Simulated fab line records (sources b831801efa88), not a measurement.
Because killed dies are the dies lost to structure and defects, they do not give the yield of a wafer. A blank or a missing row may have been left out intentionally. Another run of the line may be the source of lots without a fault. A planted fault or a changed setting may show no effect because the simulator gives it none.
fab line records	flow sky130	part 1 of 2: steps 1 to 31 of 41
[record] lots = 5	wafers = 15	last_day = 50
route steps=708 shown VT_ADJUST_PCH@147 SONOS_TUNNEL@154 SONOS_ONO@168 GATE_OXIDE@187
lots untouched by any fault: they come from a run of this same line in which no faults occurred
start_h: the number of hours between the record's first day and the start of the first shown wafer of the lot	wait_h: time in hours since the lot's previous step	" identical to the entry in the row above	L1.1+2: one row covering several wafers at once	- no value, or no start given	* or withheld: withheld	< > ~ a bound
route shown NAME@n: a module of which the file shows steps, and the number in the route of the first	usual: mean/standard deviation of fault-free wafers	same: alike in all rows	chamber/n: place in a boat	sites: readings site by site	_std_site: standard deviation across them	_edge_site: mean of outer sites minus mean of inner sites	radius_mm: how far each site lies from the wafer's centre	mask NAME#n: copy n	behind: the tool/chamber that last shaped the wafer	hold: reason for holding the lot/hours on hold/outcome of the hold	device: the transistor (n, p or np) that didn't switch	end of line: the same wafers' tests at the end of the route	where a step has no rows: the recipe by itself	killed: dies that structure and defects cost at the first sort, which is not the same as the wafer's yield	map: a wafer's dies, marking killed ones x, the rest . and places with no die _
set.NAME: the setting that was run; set.NAME@STEP: the one run at that earlier step	model.NAME: the simulator's own value behind a step, which no gauge read
lots seen at some steps along the route; tables by step, rows by wafer
services: from which hour (start_h, from the record's first day; less than 0 if before it) a tool's chamber was out of use, for how many hours, and why
[[steps]]
[step SKY_VT_ADJUST_PCH_EXPOSE_04]
[recipe] mask_id = NWM	na = 0.6	source_shape = conventional	sigma_outer = 0.6	polarization = unpolarized	target_cd_nm = 840	dose_mj = 255
[usual] exposure_dose_mJ_cm2 = 255.00/0.25	reticle_temp_C = 22.99/0.1
lot.wafer	tool	chamber	start_h	wait_h	mask	exposure_dose_mJ_cm2	reticle_temp_C
L074.2	iline_stepper-01	0	-	-	NWM#0	255.06	23.03
L074.3	"	0	"	"	NWM#0	255.43	22.98
L074.5	"	0	"	"	NWM#0	255.28	23.10
L078.1	iline_stepper-02	0	-	-	NWM#0	255.00	22.89
L078.5	"	0	"	"	NWM#0	255.22	22.83
L078.6	"	0	"	"	NWM#0	254.83	22.92
L085.1	iline_stepper-02	0	-	-	NWM#0	254.67	23.27
L085.2	"	0	"	"	NWM#0	254.70	23.00
L085.6	"	0	"	"	NWM#0	254.69	22.98
L091.1	iline_stepper-01	0	-	-	NWM#0	254.72	23.09
L091.2	"	0	"	"	NWM#0	255.21	23.06
L091.5	"	0	"	"	NWM#0	255.40	22.96
L095.2	iline_stepper-01	0	-	-	NWM#0	255.51	22.89
L095.3	"	0	"	"	NWM#0	255.42	22.89
L095.6	"	0	"	"	NWM#0	255.28	22.97
[step SKY_VT_ADJUST_PCH_PEB_05]
[recipe] temp_c = 115	time_s = withheld
lot.wafer	tool	chamber	start_h	wait_h
L074.2+3+5	litho_track-03	0	-	-
L078.1+5+6	litho_track-02	0	-	-
L085.1+2+6	litho_track-02	0	-	-
L091.1+2+5	litho_track-03	0	-	-
L095.2+3+6	litho_track-02	0	-	-
[step SKY_VT_ADJUST_PCH_DEVELOP_06]
[recipe] wall_angle_deg = 90	developer = TMAH	develop_time_s = 60	dev_temp_c = 23
lot.wafer	tool	chamber	start_h	wait_h
L074.2+3+5	litho_track-03	0	-	-
L078.1+5+6	litho_track-02	0	-	-
L085.1+2+6	litho_track-02	0	-	-
L091.1+2+5	litho_track-03	0	-	-
L095.2+3+6	litho_track-02	0	-	-
[step SKY_VT_ADJUST_PCH_OVL_MEAS_07]
[usual] VT_ADJUST_PCH_OVL = 1.3/1.3
lot.wafer	tool	chamber	start_h	wait_h	VT_ADJUST_PCH_OVL[nm]
L074.2	overlay-02	-	224.85	-	1.0
L074.3	"	-	"	"	0.8
L074.5	"	-	"	"	0.3
L078.1	overlay-02	-	257.83	-	1.7
L078.5	"	-	"	"	-1.6
L078.6	"	-	"	"	1.2
L085.1	overlay-01	-	304.48	-	2.3
L085.2	"	-	"	"	1.7
L085.6	"	-	"	"	2.3
L091.1	overlay-01	-	353.94	-	1.9
L091.2	"	-	"	"	0.8
L091.5	"	-	"	"	0.5
L095.2	overlay-02	-	386.48	-	0.3
L095.3	"	-	"	"	0.1
L095.6	"	-	"	"	0.8
[step SKY_VT_ADJUST_PCH_IMPLANT_08]
[recipe] species = B	energy_kev = 10	dose_cm2 = 5e+11	tilt_deg = withheld
lot.wafer	tool	chamber	start_h	wait_h
L074.2+3+5	implanter-02	0	224.90	0.0
L078.1+5+6	implanter-03	0	257.86	0.0
L085.1+2+6	implanter-04	0	304.51	0.0
L091.1+2+5	implanter-02	0	353.98	0.0
L095.2+3+6	implanter-02	0	386.54	0.0
[step SKY_VT_ADJUST_PCH_STRIP_09]
[recipe] chemistry = O2/N2	power_w = 1400	pressure_mtorr = 1500	platen_temp_c = withheld	o2_flow_sccm = 3000	n2_flow_sccm = 300	overash_fraction = 0.5
[usual] drypump_motor_current_A = 5.52/0.13	oes_product_au = 0.722/0.0044	strip_time_to_endpoint_s = 36.93/0.11
lot.wafer	tool	chamber	start_h	wait_h	drypump_motor_current_A	oes_product_au	rf_hours_counter_h	strip_time_to_endpoint_s
L074.2	plasma_asher-04	1	225.03	0.1	5.43	0.722	11	36.86
L074.3	"	1	"	"	5.44	0.728	-	36.91
L074.5	"	1	"	"	5.39	0.722	-	36.88
L078.1	plasma_asher-02	0	258.01	0.1	5.35	0.729	43	36.90
L078.5	"	0	"	"	5.37	0.711	-	36.95
L078.6	"	1	"	"	5.60	0.727	-	36.90
L085.1	plasma_asher-03	1	304.66	0.1	5.67	0.719	60	36.98
L085.2	"	0	"	"	5.65	0.731	60	36.96
L085.6	"	1	"	"	5.66	0.719	-	37.02
L091.1	plasma_asher-02	1	354.13	0.1	5.58	0.724	53	36.80
L091.2	"	0	"	"	5.34	0.723	53	36.81
L091.5	"	1	"	"	5.56	0.723	-	36.71
L095.2	plasma_asher-04	1	386.66	0.1	5.42	0.719	27	36.89
L095.3	"	1	"	"	5.43	0.736	-	36.86
L095.6	"	0	"	"	5.65	0.723	-	36.87
[step SKY_VT_ADJUST_PCH_TW_MEAS_10]
[usual] VT_ADJUST_PCH_TW = 142.7/1
lot.wafer	tool	chamber	start_h	wait_h	VT_ADJUST_PCH_TW
L074.2	film_metro-02	-	225.14	0.1	143.6
L074.3	"	-	"	"	144.0
L074.5	"	-	"	"	142.7
L078.1	film_metro-03	-	258.11	0.1	141.8
L078.5	"	-	"	"	142.9
L078.6	"	-	"	"	142.6
L085.1	film_metro-03	-	304.76	0.1	142.2
L085.2	"	-	"	"	143.1
L085.6	"	-	"	"	142.1
L091.1	film_metro-04	-	354.23	0.1	145.2
L091.2	"	-	"	"	143.9
L091.5	"	-	"	"	144.9
L095.2	film_metro-02	-	386.77	0.1	141.3
L095.3	"	-	"	"	141.3
L095.6	"	-	"	"	141.4
[step SKY_SONOS_TUNNEL_DEHYDRATE_00]
[recipe] temp_c = 200	time_s = 60
lot.wafer	tool	chamber	start_h	wait_h
L074.2+3+5	litho_track-02	0	236.40	11.3
L078.1+5+6	litho_track-01	0	269.14	11.0
L085.1+2+6	litho_track-02	0	317.78	13.0
L091.1+2+5	litho_track-02	0	367.68	13.4
L095.2+3+6	litho_track-04	0	400.74	14.0
[step SKY_SONOS_TUNNEL_HMDS_01]
[recipe] prime_time_s = 60	prime_temp_c = 120
lot.wafer	tool	chamber	start_h	wait_h
L074.2+3+5	litho_track-02	0	236.55	0.1
L078.1+5+6	litho_track-01	0	269.29	0.1
L085.1+2+6	litho_track-02	0	317.93	0.1
L091.1+2+5	litho_track-02	0	367.83	0.1
L095.2+3+6	litho_track-04	0	400.89	0.1
[step SKY_SONOS_TUNNEL_COAT_02]
[recipe] resist = NOVOLAK	spin_rpm = 3000	resist_thk_nm = 1140
lot.wafer	tool	chamber	start_h	wait_h
L074.2+3+5	litho_track-02	0	236.70	0.1
L078.1+5+6	litho_track-01	0	269.44	0.1
L085.1+2+6	litho_track-02	0	318.08	0.1
L091.1+2+5	litho_track-02	0	367.98	0.1
L095.2+3+6	litho_track-04	0	401.04	0.1
[step SKY_SONOS_TUNNEL_SOFTBAKE_03]
[recipe] temp_c = 90	time_s = 60	resist = NOVOLAK
lot.wafer	tool	chamber	start_h	wait_h
L074.2+3+5	litho_track-02	0	236.85	0.1
L078.1+5+6	litho_track-01	0	269.59	0.1
L085.1+2+6	litho_track-02	0	318.23	0.1
L091.1+2+5	litho_track-02	0	368.13	0.1
L095.2+3+6	litho_track-04	0	401.19	0.1
[step SKY_SONOS_TUNNEL_EXPOSE_04]
[recipe] mask_id = TUNM	na = 0.6	source_shape = conventional	sigma_outer = 0.6	polarization = unpolarized	target_cd_nm = 410	dose_mj = 136
[usual] exposure_dose_mJ_cm2 = 135.98/0.16	reticle_temp_C = 22.99/0.12
lot.wafer	tool	chamber	start_h	wait_h	mask	exposure_dose_mJ_cm2	reticle_temp_C
L074.2	iline_stepper-02	0	-	-	TUNM#0	136.11	22.96
L074.3	"	0	"	"	TUNM#0	136.11	23.06
L074.5	"	0	"	"	TUNM#0	135.86	23.06
L078.1	iline_stepper-02	0	-	-	TUNM#0	135.92	23.01
L078.5	"	0	"	"	TUNM#0	135.88	22.80
L078.6	"	0	"	"	TUNM#0	135.90	23.14
L085.1	iline_stepper-01	0	-	-	TUNM#0	135.62	22.93
L085.2	"	0	"	"	TUNM#0	135.70	22.79
L085.6	"	0	"	"	TUNM#0	135.54	22.93
L091.1	iline_stepper-01	0	-	-	TUNM#0	135.95	23.04
L091.2	"	0	"	"	TUNM#0	135.90	22.87
L091.5	"	0	"	"	TUNM#0	135.99	22.82
L095.2	iline_stepper-01	0	-	-	TUNM#0	135.96	23.04
L095.3	"	0	"	"	TUNM#0	135.78	22.97
L095.6	"	0	"	"	TUNM#0	135.85	23.00
[step SKY_SONOS_TUNNEL_PEB_05]
[recipe] temp_c = withheld	time_s = *	resist = NOVOLAK
lot.wafer	tool	chamber	start_h	wait_h
L074.2+3+5	litho_track-04	0	-	-
L078.1+5+6	litho_track-02	0	-	-
L085.1+2+6	litho_track-04	0	-	-
L091.1+2+5	litho_track-04	0	-	-
L095.2+3+6	litho_track-01	0	-	-
[step SKY_SONOS_TUNNEL_DEVELOP_06]
[recipe] resist = NOVOLAK	developer = TMAH	develop_time_s = 60	dev_temp_c = 23
lot.wafer	tool	chamber	start_h	wait_h
L074.2+3+5	litho_track-04	0	248.10	0.1
L078.1+5+6	litho_track-02	0	280.48	0.1
L085.1+2+6	litho_track-04	0	330.87	0.1
L091.1+2+5	litho_track-04	0	381.42	0.1
L095.2+3+6	litho_track-01	0	416.51	0.1
[step SKY_SONOS_TUNNEL_CD_MEAS_07]
[recipe] target_cd_nm = 410
[usual] cd_nm = 410.8/2.4
lot.wafer	tool	chamber	start_h	wait_h	cd_nm
L074.2	cd_sem-02	-	248.24	0.1	410.1
L074.3	"	-	"	"	405.8
L074.5	"	-	"	"	410.7
L078.1	cd_sem-02	-	280.63	0.1	410.8
L078.5	"	-	"	"	411.7
L078.6	"	-	"	"	411.3
L085.1	cd_sem-01	-	331.02	0.1	409.9
L085.2	"	-	"	"	409.5
L085.6	"	-	"	"	410.8
L091.1	cd_sem-02	-	381.57	0.1	413.8
L091.2	"	-	"	"	411.3
L091.5	"	-	"	"	414.7
L095.2	cd_sem-01	-	416.66	0.1	408.1
L095.3	"	-	"	"	411.7
L095.6	"	-	"	"	409.2
[step SKY_SONOS_TUNNEL_OVL_MEAS_08]
[usual] SONOS_TUNNEL_OVL = 0.3/1.2
lot.wafer	tool	chamber	start_h	wait_h	SONOS_TUNNEL_OVL[nm]
L074.2	overlay-01	-	248.35	0.1	0.2
L074.3	"	-	"	"	1.4
L074.5	"	-	"	"	0.8
L078.1	overlay-01	-	280.75	0.1	0.8
L078.5	"	-	"	"	-0.2
L078.6	"	-	"	"	-0.9
L085.1	overlay-01	-	331.14	0.1	-0.6
L085.2	"	-	"	"	-1.3
L085.6	"	-	"	"	-1.1
L091.1	overlay-02	-	381.69	0.1	-0.1
L091.2	"	-	"	"	-0.7
L091.5	"	-	"	"	-0.8
L095.2	overlay-02	-	416.76	0.1	0.2
L095.3	"	-	"	"	-0.6
L095.6	"	-	"	"	-0.2
[step SKY_SONOS_TUNNEL_IMPLANT_09]
[recipe] species = B	energy_kev = 20	dose_cm2 = 1e+12	tilt_deg = withheld
lot.wafer	tool	chamber	start_h	wait_h
L074.2+3+5	implanter-04	0	248.40	0.0
L078.1+5+6	implanter-02	0	280.78	0.0
L085.1+2+6	implanter-04	0	331.18	0.0
L091.1+2+5	implanter-01	0	381.73	0.0
L095.2+3+6	implanter-04	0	417.02	0.3
[step SKY_SONOS_TUNNEL_WET_ETCH_10]
[recipe] chemistry = dHF	target_depth_nm = 14	target = SiO2	dilution = 100:1	temp_c = 25	time_s = 280
lot.wafer	tool	chamber	start_h	wait_h
L074.2+3+5	wet_bench-02	1	248.53	0.1
L078.1+5+6	wet_bench-02	3	280.93	0.1
L085.1+2+6	wet_bench-01	3	331.33	0.1
L091.1+2+5	wet_bench-04	2	381.88	0.1
L095.2+3+6	wet_bench-04	0	417.15	0.1
[step SKY_SONOS_TUNNEL_STRIP_11]
[recipe] chemistry = SPM	time_s = 600	temp_c = 130
[usual] bath_guard_temp_C = 129.9/0.69
lot.wafer	tool	chamber	start_h	wait_h	bath_guard_temp_C
L074.2	wet_bench-04	3	248.61	0.0	129.5
L074.3	"	3	"	"	129.8
L074.5	"	3	"	"	129.5
L078.1	wet_bench-04	3	281.10	0.0	129.3
L078.5	"	3	"	"	129.7
L078.6	"	3	"	"	130.0
L085.1	wet_bench-04	1	331.41	0.0	129.9
L085.2	"	1	"	"	129.6
L085.6	"	1	"	"	129.8
L091.1	wet_bench-01	3	381.96	0.0	129.8
L091.2	"	3	"	"	129.5
L091.5	"	3	"	"	129.1
L095.2	wet_bench-04	2	417.23	0.0	128.6
L095.3	"	2	"	"	129.2
L095.6	"	2	"	"	129.2
[step SKY_SONOS_TUNNEL_TW_MEAS_12]
[usual] SONOS_TUNNEL_TW = 198.3/1.5
lot.wafer	tool	chamber	start_h	wait_h	SONOS_TUNNEL_TW
L074.2	film_metro-04	-	248.80	0.0	199.5
L074.3	"	-	"	"	198.9
L074.5	"	-	"	"	198.4
L078.1	film_metro-03	-	281.30	0.0	196.6
L078.5	"	-	"	"	196.7
L078.6	"	-	"	"	196.2
L085.1	film_metro-04	-	331.59	0.0	198.6
L085.2	"	-	"	"	198.1
L085.6	"	-	"	"	197.8
L091.1	film_metro-03	-	382.15	0.0	196.3
L091.2	"	-	"	"	194.6
L091.5	"	-	"	"	195.9
L095.2	film_metro-03	-	417.42	0.0	196.1
L095.3	"	-	"	"	196.4
L095.6	"	-	"	"	196.8
[step SKY_SONOS_TUNNEL_CLEAN_13]
[recipe] chemistry = dHF	time_s = 20	dilution = 100:1	dry = ipa_marangoni
lot.wafer	tool	chamber	start_h	wait_h
L074.2+3+5	wet_bench-02	2	248.85	0.0
L078.1+5+6	wet_bench-02	2	281.36	0.1
L085.1+2+6	wet_bench-02	2	331.65	0.1
L091.1+2+5	wet_bench-02	3	382.21	0.1
L095.2+3+6	wet_bench-01	3	417.47	0.0
[step SKY_SONOS_ONO_OXIDATION_00]
[recipe] temp_c = 800	ambient = O2	idle_temp_c = 700	ramp_up_c_per_min = 10	ramp_down_c_per_min = 3	stabilise_s = 600	purge_s = 300	target_thk_a = 26	ox_time_s = 1249
[usual] ramp_up_c_per_min = 10.000/0.0018	spike_tc_lower_C = 800.7/1.1	zone_power_centre_pct = 13.4/1
lot.wafer	tool	chamber	start_h	wait_h	ramp_up_c_per_min	spike_tc_lower_C	zone_power_centre_pct
L074.2	furnace-01	0	252.31	3.4	10.004	800.5	14.2
L074.3	"	0	"	"	10.000	800.7	14.3
L074.5	"	0	"	"	9.9961	801.6	14.2
L078.1	furnace-01	0	287.37	6.0	9.9990	800.2	14.0
L078.5	"	0	"	"	9.9999	799.4	14.0
L078.6	"	0	"	"	10.001	801.7	14.1
L085.1	furnace-01	0	331.66	0.0	10.001	800.5	14.4
L085.2	"	0	"	"	10.000	801.0	13.9
L085.6	"	0	"	"	10.001	801.6	14.0
L091.1	furnace-01	0	383.40	1.2	10.001	801.7	14.3
L091.2	"	0	"	"	9.9973	799.1	14.2
L091.5	"	0	"	"	10.002	801.3	14.2
L095.2	furnace-01	0	418.95	1.5	9.9983	800.7	14.2
L095.3	"	0	"	"	10.001	801.5	14.1
L095.6	"	0	"	"	9.9965	800.6	14.2
[step SKY_SONOS_ONO_THK_MEAS_01]
[recipe] reads = SiO2_of_SONOS_ONO_OXIDATION_00
[usual] SONOS_ONO_OXIDATION_THK = 2.58/0.05
lot.wafer	tool	chamber	start_h	wait_h	SONOS_ONO_OXIDATION_THK[nm]
L074.2	film_metro-02	-	253.67	0.0	2.62
L074.3	"	-	"	"	2.61
L074.5	"	-	"	"	2.57
L078.1	film_metro-03	-	288.72	0.0	2.58
L078.5	"	-	"	"	2.55
L078.6	"	-	"	"	2.55
L085.1	film_metro-02	-	333.01	0.0	2.59
L085.2	"	-	"	"	2.61
L085.6	"	-	"	"	2.61
L091.1	film_metro-01	-	384.75	0.0	2.66
L091.2	"	-	"	"	2.59
L091.5	"	-	"	"	2.63
L095.2	film_metro-01	-	420.30	0.0	2.62
L095.3	"	-	"	"	2.56
L095.6	"	-	"	"	2.50
[step SKY_SONOS_ONO_CVD_02]
[recipe] material = Si3N4	precursor = DCS/NH3	target_thk_nm = 10.5	temp_c = 770	time_s = 180	pressure_mtorr = 250
[usual] spike_tc_lower_C = 770.3/1.7	zone_power_centre_pct = 15.7/2.2
lot.wafer	tool	chamber	start_h	wait_h	spike_tc_lower_C	zone_power_centre_pct
L074.2	lpcvd-02	1	253.72	0.0	768.9	13.7
L074.3	"	1	"	"	769.1	14.0
L074.5	"	1	"	"	766.8	13.8
L078.1	lpcvd-02	1	289.22	0.5	767.8	14.0
L078.5	"	1	"	"	771.2	13.9
L078.6	"	1	"	"	768.3	14.0
L085.1	lpcvd-02	1	335.79	2.8	769.7	13.9
L085.2	"	1	"	"	769.1	13.8
L085.6	"	1	"	"	768.9	14.0
L091.1	lpcvd-02	1	386.36	1.6	769.6	13.8
L091.2	"	1	"	"	769.1	14.0
L091.5	"	1	"	"	768.8	13.8
L095.2	lpcvd-02	1	421.00	0.7	768.0	14.1
L095.3	"	1	"	"	770.0	13.9
L095.6	"	1	"	"	769.2	13.9
[step SKY_SONOS_ONO_THK_MEAS_03]
[recipe] reads = Si3N4_of_SONOS_ONO_CVD_02
[usual] SONOS_ONO_CVD_02_THK = 10.50/0.13
lot.wafer	tool	chamber	start_h	wait_h	SONOS_ONO_CVD_02_THK[nm]
L074.2	film_metro-02	-	254.78	0.0	10.70
L074.3	"	-	"	"	10.65
L074.5	"	-	"	"	10.55
L078.1	film_metro-02	-	290.27	0.0	10.42
L078.5	"	-	"	"	10.53
L078.6	"	-	"	"	10.40
L085.1	film_metro-01	-	336.84	0.0	10.38
L085.2	"	-	"	"	10.27
L085.6	"	-	"	"	10.47
L091.1	film_metro-01	-	387.41	0.0	10.58
L091.2	"	-	"	"	10.39
L091.5	"	-	"	"	10.45
L095.2	film_metro-03	-	422.06	0.0	10.57
L095.3	"	-	"	"	10.61
L095.6	"	-	"	"	10.68
[step SKY_SONOS_ONO_CVD_04]
[recipe] material = SiO2	precursor = SiH4/N2O	target_thk_nm = 5.7199	temp_c = 900	pressure_mtorr = 400
[usual] spike_tc_lower_C = 900.5/1.1	zone_power_centre_pct = 18.0/2.2
lot.wafer	tool	chamber	start_h	wait_h	spike_tc_lower_C	zone_power_centre_pct
L074.2	lpcvd-03	1	254.83	0.0	901.4	19.5
L074.3	"	1	"	"	900.1	19.4
L074.5	"	1	"	"	901.7	19.4
L078.1	lpcvd-03	1	290.33	0.1	900.0	19.9
L078.5	"	1	"	"	900.7	19.8
L078.6	"	1	"	"	899.6	19.5
L085.1	lpcvd-03	1	336.90	0.1	899.9	19.5
L085.2	"	1	"	"	899.6	19.1
L085.6	"	1	"	"	899.4	19.5
L091.1	lpcvd-03	0	387.47	0.1	900.7	14.9
L091.2	"	0	"	"	901.2	14.5
L091.5	"	0	"	"	899.9	14.7
L095.2	lpcvd-03	1	422.11	0.0	901.7	19.8
L095.3	"	1	"	"	903.9	19.4
L095.6	"	1	"	"	901.0	19.6
[step SKY_SONOS_ONO_THK_MEAS_05]
[recipe] reads = SiO2_of_SONOS_ONO_CVD_04
[usual] SONOS_ONO_CVD_04_THK = 5.73/0.13
lot.wafer	tool	chamber	start_h	wait_h	SONOS_ONO_CVD_04_THK[nm]
L074.2	film_metro-03	-	256.09	0.0	5.50
L074.3	"	-	"	"	5.63
L074.5	"	-	"	"	5.67
L078.1	film_metro-03	-	291.58	0.0	5.89
L078.5	"	-	"	"	5.80
L078.6	"	-	"	"	5.71
L085.1	film_metro-02	-	338.15	0.0	5.93
L085.2	"	-	"	"	5.98
L085.6	"	-	"	"	5.97
L091.1	film_metro-02	-	388.72	0.0	5.64
L091.2	"	-	"	"	5.69
L091.5	"	-	"	"	5.63
L095.2	film_metro-02	-	423.37	0.0	5.70
L095.3	"	-	"	"	5.68
L095.6	"	-	"	"	5.68
[step SKY_SONOS_ONO_DEHYDRATE_06]
[recipe] temp_c = 200	time_s = 60
lot.wafer	tool	chamber	start_h	wait_h
L074.2+3+5	litho_track-02	0	267.35	11.3
L078.1+5+6	litho_track-04	0	302.87	11.3
L085.1+2+6	litho_track-03	0	350.69	12.5
L091.1+2+5	litho_track-03	0	402.99	14.3
L095.2+3+6	litho_track-03	0	438.57	15.2
[step SKY_SONOS_ONO_HMDS_07]
[recipe] prime_time_s = 60	prime_temp_c = 120
lot.wafer	tool	chamber	start_h	wait_h
L074.2+3+5	litho_track-02	0	267.50	0.1
L078.1+5+6	litho_track-04	0	303.02	0.1
L085.1+2+6	litho_track-03	0	350.84	0.1
L091.1+2+5	litho_track-03	0	403.14	0.1
L095.2+3+6	litho_track-03	0	438.72	0.1
[step SKY_SONOS_ONO_COAT_08]
[recipe] resist = NOVOLAK	spin_rpm = 3000	resist_thk_nm = 1140
lot.wafer	tool	chamber	start_h	wait_h
L074.2+3+5	litho_track-02	0	267.65	0.1
L078.1+5+6	litho_track-04	0	303.17	0.1
L085.1+2+6	litho_track-03	0	350.99	0.1
L091.1+2+5	litho_track-03	0	403.29	0.1
L095.2+3+6	litho_track-03	0	438.87	0.1
[step SKY_SONOS_ONO_SOFTBAKE_09]
[recipe] temp_c = 90	time_s = 60	resist = NOVOLAK
lot.wafer	tool	chamber	start_h	wait_h
L074.2+3+5	litho_track-02	0	267.80	0.1
L078.1+5+6	litho_track-04	0	303.32	0.1
L085.1+2+6	litho_track-03	0	351.14	0.1
L091.1+2+5	litho_track-03	0	403.44	0.1
L095.2+3+6	litho_track-03	0	439.02	0.1
